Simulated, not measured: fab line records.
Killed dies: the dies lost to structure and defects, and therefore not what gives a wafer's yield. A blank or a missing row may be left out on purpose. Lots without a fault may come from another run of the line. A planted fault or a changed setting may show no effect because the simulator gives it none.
Problem report in the 8D (eight disciplines) form, filled by code ; flow sfq_line ; the parts of the form that need people (team, actions taken, sign-off) are left out

1. WHAT IS WRONG
At SFQ_TRILAYER_M7_ETCH_METAL_ETCH_180, rf_fwd_power_W averages 498.7 W over 9 wafers from 3 lots, while fault-free wafers read 596.1 W, standard deviation 1.9. That is -51 standard deviations from the usual mean.
The step: etches Nb in Cl2/Ar, stops on SiO2, target depth 240 nm, time 120 s.
First seen on wafer L983.1, day 91 11:28, on rie_metal-03. The record has a number at this step for 45 wafers belonging to 15 lots. Rule for "out" (also "out of limits"): further than 4 standard deviations from the usual mean. The other wafers with a number count as sound.

2. WHAT IT IS AND WHAT IT IS NOT
question;is;is not
which readings at this step;rf_fwd_power_W;drypump_motor_current_A
which lots;L983, L984, L986;L973, L974, L975, L976, L977, L985, L987, L988, L989, L992, L994, L996
which wafers of those lots;all that have a number;-
read on which tools;rie_metal-03;rie_metal-01, rie_metal-02
when;from day 91 11:28;"up to then (15 sound wafers); but 21 sound wafers of L985, L987, L988, L989, L992, L994, L996 came after"

3. WHAT RULES OUT EACH SUSPECT
Counting: a tool at a process step up to the reading stays a suspect if it ran every lot that is out and no sound lot after the first of them.
- rie_metal-03 at SFQ_TRILAYER_M7_ETCH_METAL_ETCH_180 (etches Nb in Cl2/Ar, stops on SiO2, target depth 240 nm, time 120 s): kept. All lots that are out passed through it, beginning with L983 at day 91 11:28, and no sound lot followed; its final sound lot before that point was L977 at day 82 04:22. Out on those wafers are its own readings of rf_fwd_power_W.
Left after counting: rie_metal-03 at SFQ_TRILAYER_M7_ETCH_METAL_ETCH_180.

4. THE CAUSE (what the simulator had put in)
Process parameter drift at SFQ_TRILAYER_M7_ETCH_METAL_ETCH_180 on rie_metal-03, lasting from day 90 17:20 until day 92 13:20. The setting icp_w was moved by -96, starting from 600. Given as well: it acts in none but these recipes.
This tool alone remained once counting was done.

5. THE CHAIN OF EFFECTS, in route order
Each row: a reading where the mean over the struck wafers with a number is more than 3 standard deviations away from the usual. Only readings for which the record gives a usual standard deviation are gone through. hours: the time from each lot's start at the first step in this table that gives one to its start at this step, as a median over the lots. sigmas: the change in usual standard deviations.
hours;step;reading;usual;on struck wafers;change;sigmas
0;SFQ_TRILAYER_M7_ETCH_METAL_ETCH_180;rf_fwd_power_W;596.1 W;498.7;-97.4;-51
Its process steps:
- SFQ_TRILAYER_M7_ETCH_METAL_ETCH_180: etches Nb in Cl2/Ar, stops on SiO2, target depth 240 nm, time 120 s.

6. WHAT WOULD HAVE CAUGHT IT SOONER
First out-of-limits reading in this record: day 91 11:28, which is 18 hours after fault onset at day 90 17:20.
